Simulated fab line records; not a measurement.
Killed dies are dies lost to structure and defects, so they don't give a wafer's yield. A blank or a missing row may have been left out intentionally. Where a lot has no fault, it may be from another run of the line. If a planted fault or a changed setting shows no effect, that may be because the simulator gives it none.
The same fault as seen by 2 desks / flow sky130 / every desk sees just its own numbers, and what lay behind them comes last

THE TOOL OWNER'S DESK: rie_si-02
The tool's own readings at SKY_FIELD_ISO_ETCH_17 (etches Si in HBr/Cl2/O2, target depth 342 nm, time 97.7 s): means of the sampled wafers that have a number, for each lot that ran on this tool. The brackets show how far a lot's mean lies from the usual mean; more than 4 standard deviations puts the lot out of limits, marked OUT.
Columns: A = bias_w at SKY_FIELD_ISO_ETCH_17, usual 150.0 W; B = drypump_motor_current_A at SKY_FIELD_ISO_ETCH_17, usual 5.7 A; C = oes_product_au at SKY_FIELD_ISO_ETCH_17, usual 1.003 a.u.; D = run_length_s at SKY_FIELD_ISO_ETCH_17, usual 126.0 s; E = throttle_valve_pct at SKY_FIELD_ISO_ETCH_17, usual 25.654 %
lot=L104; first seen here=day 3 06:32; A=150.2; B=5.8; C=0.996; D=125.8; E=25.652
lot=L107; first seen here=day 3 21:52; A=149.7; B=5.8; C=1.007; D=125.8; E=25.655
lot=L118; first seen here=day 6 09:44; A=-; B=5.5; C=0.998; D=112.4 (-35) OUT; E=25.659
lot=L119; first seen here=day 6 15:02; A=149.5; B=5.9; C=1.003; D=119.0 (-18) OUT; E=25.645
lot=L120; first seen here=day 6 19:36; A=149.7; B=5.6; C=1.008; D=119.4 (-17) OUT; E=25.659
This desk's finding: out of limits on L118, L119, L120; first on L118, day 6 09:44 (run_length_s at SKY_FIELD_ISO_ETCH_17). L104, L107 stayed within limits.

AT THE METROLOGY DESK
Means of the sampled wafers that have a number, per lot and without regard to the tool the lot ran on: this is what the gauges read. The brackets show how far a lot's mean lies from the usual mean; more than 4 standard deviations puts the lot out of limits, marked OUT.
Columns: A = cd_nm at SKY_FIELD_ISO_CD_MEAS_13, usual 150.4 nm
lot=L104; first seen here=day 3 06:13; A=150.2
lot=L105; first seen here=day 3 12:42; A=149.7
lot=L106; first seen here=day 3 17:41; A=150.8
lot=L107; first seen here=day 3 21:33; A=148.9
lot=L118; first seen here=day 6 09:25; A=150.6
lot=L119; first seen here=day 6 14:44; A=152.1
lot=L120; first seen here=day 6 19:17; A=149.9
This desk's verdict: no lot among the 7 shows anything out of limits.

ALL TOGETHER
On L118, L119, L120, at day 6 09:44, an alarm was possible from the tool owner's desk.
From the metrology desk's view, nothing was out of limits.
The metrology desk has L118, L119, L120 on record, within its limits.
Of the lots named, all ran SKY_FIELD_ISO_ETCH_17 on rie_si-02.

WHAT THE SIMULATOR PUT IN
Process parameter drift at SKY_FIELD_ISO_ETCH_17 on rie_si-02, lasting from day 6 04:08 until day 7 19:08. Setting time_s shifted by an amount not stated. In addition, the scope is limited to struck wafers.
Struck lots among those shown: L118, L119, L120.
Time in hours from fault onset to the first out-of-limits reading at each desk: the tool owner's desk, 6.
